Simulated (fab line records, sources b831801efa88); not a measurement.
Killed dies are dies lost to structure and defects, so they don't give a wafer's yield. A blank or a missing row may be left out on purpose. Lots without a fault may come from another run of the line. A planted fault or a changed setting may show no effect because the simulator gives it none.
A struck lot beside a sound one | flow sky130 | 24 steps out of a route of 708
Sound: wafers L162.1, L162.4, L162.5. Struck: wafers L180.1, L180.4, L180.6. The cause comes at the end.
At each step with rows: each side's tool, then ch and its chambers, then its first start. Under that, the readings that differ: sound wafers | struck wafers | difference of the means | sigmas: that difference in standard deviations of wafers without a fault.
alike: readings whose means differ by less than 2 such deviations, and words and numbers that are the same on both sides. not compared: withheld readings, readings that some wafer has no value for, bounds like >300 that may hide the same value, and numbers for which the record gives no deviation and whose values overlap.
The two part at a step that has a row with sigmas, a row that says differs or no value, or rows on one side only. Numbers that don't overlap but have no deviation are shown without sigmas and don't part them. A reading that every wafer of one side lacks parts them only if that side has two wafers or more.

first, 1 step without rows for these wafers: SKY_LI_CONTACT_SPUTTER_19 (material Ti, target thk 20 nm, time 106.37 s).
SKY_LI_CONTACT_SPUTTER_20: material TiN, target thk 20 nm, time 80 s.
  sound on pvd_sputter-02, day 29 20:41; struck on pvd_sputter-03, day 36 13:55
  alike: cathode_dc_power_W, throttle_valve_pct
SKY_LI_CONTACT_CVD_21: deposits W, target thk 400 nm, time 120.56 s.
  sound on cvd_w-01 ch 0, day 29 20:44; struck on cvd_w-01 ch 0, day 36 13:58
  alike: heater_power_w
SKY_LI_CONTACT_RS_MEAS_22: measures by four-point-probe.
  sound on film_metro-04, day 29 20:52; struck on film_metro-02, day 36 14:06
  alike: LI_CONTACT_W_RS
SKY_LI_CONTACT_THK_MEAS_23: measures by xrf.
  sound on film_metro-04, day 29 20:59; struck on film_metro-02, day 36 14:13
  alike: LI_CONTACT_W_THK
SKY_LI_CONTACT_CMP_24: polishes, stops on PSG, t overpolish 20 s, target thk 0 nm.
  sound on cmp-01 ch 1,2,3, day 29 21:02; struck on cmp-02 ch 0,1,3, day 36 14:17
  alike: motor_current_A, overpolish_run_s, time_to_endpoint_s
SKY_LOCAL_INTERCONNECT_SPUTTER_00: material TiN, target thk 100 nm, time 83.3 s.
  sound on pvd_sputter-04, day 29 21:20; struck on pvd_sputter-01, day 36 14:35
  alike: cathode_dc_power_W, throttle_valve_pct
SKY_LOCAL_INTERCONNECT_RS_MEAS_01: measures by four-point-probe.
  sound on film_metro-01, day 29 21:25; struck on film_metro-03, day 36 14:38
  alike: LOCAL_INTERCONNECT_TIN_RS
SKY_LOCAL_INTERCONNECT_THK_MEAS_02: measures by xrf.
  sound on film_metro-01, day 29 21:32; struck on film_metro-03, day 36 14:46
  alike: LOCAL_INTERCONNECT_TIN_THK
then, 3 steps without rows for these wafers: SKY_LOCAL_INTERCONNECT_DEHYDRATE_03 (time 60 s); SKY_LOCAL_INTERCONNECT_HMDS_04 (prime time 60 s); SKY_LOCAL_INTERCONNECT_COAT_05 (resist thk 60 nm).
SKY_LOCAL_INTERCONNECT_COAT_06: resist thk 450 nm.
  sound on litho_track-02 ch 0, day 30 11:00; struck on litho_track-03 ch 0, day 37 03:00
  reading                                                   | sound                | struck               | difference | sigmas
  spin_speed_rpm (rpm)                                      | 3004.2 3003.0 3002.3 | 2804.0 2805.1 2804.1 | -198.8     | -99 or more
  model.KrF-thick_of_LOCAL_INTERCONNECT_COAT_06.thk_nm (nm) | 450 449.6 450.8      | 464.5 468.1 467.4    | +16.5      |
  alike: dispense_pressure_kPa
then, 4 steps without rows for these wafers: SKY_LOCAL_INTERCONNECT_SOFTBAKE_07 (time 90 s); SKY_LOCAL_INTERCONNECT_EXPOSE_08 (exposes mask LI1M, target cd 170 nm); SKY_LOCAL_INTERCONNECT_PEB_09; SKY_LOCAL_INTERCONNECT_DEVELOP_10 (develop time 60 s).
SKY_LOCAL_INTERCONNECT_CD_MEAS_11: target cd 170 nm.
  sound on cd_sem-01, day 31 00:38; struck on cd_sem-02, day 37 16:29
  alike: cd_nm
SKY_LOCAL_INTERCONNECT_OVL_MEAS_12:
  sound on overlay-02, day 31 00:45; struck on overlay-02, day 37 16:37
  alike: LOCAL_INTERCONNECT_OVL
SKY_LOCAL_INTERCONNECT_ETCH_13: etches BARC in N2/H2, stops on SiO2, time 45.9 s, target depth 60 nm.
  sound on rie_metal-02 ch 0,1, day 31 00:47; struck on rie_metal-02 ch 0,1, day 37 16:39
  alike: chamber_pressure_mTorr, drypump_motor_current_A, he_backside_leak_sccm, oes_product_au, throttle_valve_pct
  not compared: rf_hours_counter_h
SKY_LOCAL_INTERCONNECT_METAL_ETCH_14: etches TiN in Cl2/BCl3, stops on PSG, target depth 110 nm, time 31.4 s.
  sound on rie_metal-02 ch 0,1, day 31 00:51; struck on rie_metal-02 ch 0,1, day 37 16:43
  reading                                                   | sound             | struck               | difference | sigmas
  chamber_pressure_mTorr (mTorr)                            | 9.989 9.981 9.995 | 10.015 10.006 10.005 | +0.020     | +2
  model.KrF-thick_of_LOCAL_INTERCONNECT_COAT_06.thk_nm (nm) | 348.4 347.8 349.5 | 364.6 367.1 367.1    | +17.7      |
  alike: bcl3_flow_sccm, drypump_motor_current_A, he_backside_leak_sccm, oes_product_au, throttle_valve_pct
  not compared: rf_hours_counter_h
SKY_LOCAL_INTERCONNECT_STRIP_15: strips in O2/N2.
  sound on plasma_asher-01 ch 0, day 31 00:54; struck on plasma_asher-01 ch 0,1, day 37 16:46
  reading                      | sound             | struck            | difference | sigmas
  oes_product_au (a.u.)        | 0.428 0.421 0.429 | 0.436 0.433 0.439 | +0.010     | +2
  strip_time_to_endpoint_s (s) | 4.738 4.713 4.744 | 4.889 4.904 4.915 | +0.171     | +9
  alike: chamber_pressure_mTorr, drypump_motor_current_A
  not compared: rf_hours_counter_h
then, 1 step without rows for these wafers: SKY_LOCAL_INTERCONNECT_STRIP_16 (strips in post etch residue remover, time 1200 s).
SKY_PAD_OPEN_PROBE_99:
  the record has rows for the sound wafers here (prober-02, day 46 05:19) and none for the struck ones

WHERE THEY PART
First at SKY_LOCAL_INTERCONNECT_COAT_06; last, within this record, at SKY_PAD_OPEN_PROBE_99.

WHY: what the simulator had put in
Process parameter drift: litho_track-03, from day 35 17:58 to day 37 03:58, at SKY_LOCAL_INTERCONNECT_COAT_06. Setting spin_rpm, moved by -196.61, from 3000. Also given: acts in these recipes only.
